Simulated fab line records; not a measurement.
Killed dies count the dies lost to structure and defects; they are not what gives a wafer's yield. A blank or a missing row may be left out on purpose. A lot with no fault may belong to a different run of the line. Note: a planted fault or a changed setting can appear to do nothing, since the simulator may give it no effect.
Chamber matching -- flow sky130 -- rie_diel-01 running SKY_SONOS_ONO_ETCH_15: 4 sister chambers
The step etches the open film in CHF3/O2, target depth 19.52 nm, time 7.8 s. 4 wafers are shown with their chamber, then 7 later ones without.

== EACH WAFER AND ITS CHAMBER ==
wafer,chamber,drypump_motor_current_A (A)
L878.3,0,5.3
L892.6,2,6.3
L895.2,1,5.3
L895.3,3,5.1

== WAFERS MISSING THEIR CHAMBER ==
wafer,drypump_motor_current_A (A)
L895.5,5.3
L897.1,5.1
L897.5,5.3
L897.6,5.1
L898.2,5.1
L898.3,5.3
L898.4,6.4

== THE CHAMBER EACH PASSED THROUGH ==
wafer,from the rows above,in truth
L895.5,can't be placed: 0 or 1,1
L897.1,3,3
L897.5,can't be placed: 0 or 1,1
L897.6,3,3
L898.2,3,3
L898.3,can't be placed: 0 or 1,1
L898.4,2,2
4 of 7 placed correctly. Cannot be placed on the basis of these rows: 3; the candidates contain the true chamber in 3. 0 placed wrongly.
How it was worked out, from the rows above alone: a wafer's distance from a chamber is the root of the sum, over the readings, of the square of ((its reading less the chamber's mean) divided by the reading's scatter). The wafer belongs to the nearest chamber; if the next one is less than 2 further off, it can't be placed. The mean given for a chamber averages the wafers shown for that chamber. The scatter: with one shown wafer a chamber, the root of the mean of the squares of how far each hidden wafer lies from its nearest shown one.
